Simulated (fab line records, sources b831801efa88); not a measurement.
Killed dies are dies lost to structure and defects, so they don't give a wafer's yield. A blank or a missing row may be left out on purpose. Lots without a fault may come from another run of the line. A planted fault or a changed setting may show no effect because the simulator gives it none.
Chamber matching | flow sky130 | SKY_PASSIVATION_ETCH_11 on rie_diel-02: 4 sister chambers
The step etches the open film in CF4/O2, stops on AlCu, target depth 725 nm, time 161.1 s. 4 wafers are shown with their chamber, then 8 later ones without.

WAFERS WITH THEIR CHAMBER
wafer  | chamber | drypump_motor_current_A (A)
L081.6 | 2       | 5.3
L085.1 | 3       | 5.8
L085.3 | 1       | 6.5
L086.1 | 0       | 5.8

WAFERS WITHOUT THEIR CHAMBER
wafer  | drypump_motor_current_A (A)
L086.3 | 5.3
L086.5 | 5.7
L089.1 | 5.3
L089.2 | 5.7
L089.3 | 5.8
L095.4 | 5.7
L095.5 | 6.5
L095.6 | 5.8

WHICH CHAMBER EACH WENT THROUGH
wafer  | from the rows above     | in truth
L086.3 | 2                       | 2
L086.5 | can't be placed: 0 or 3 | 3
L089.1 | 2                       | 2
L089.2 | can't be placed: 0 or 3 | 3
L089.3 | can't be placed: 0 or 3 | 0
L095.4 | can't be placed: 0 or 3 | 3
L095.5 | 1                       | 1
L095.6 | can't be placed: 0 or 3 | 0
Placed correctly: 3 of 8. Can't be placed from these rows: 5 (the true chamber is among the candidates in 5). Placed wrongly: 0.
How it was worked out, from the rows above alone: a wafer's distance from a chamber is the root of the sum, over the readings, of the square of ((its reading less the chamber's mean) divided by the reading's scatter). The wafer belongs to the nearest chamber; if the next one is less than 2 further off, it can't be placed. A chamber's mean is the mean of its shown wafers. The scatter: with one shown wafer a chamber, the root of the mean of the squares of how far each hidden wafer lies from its nearest shown one.
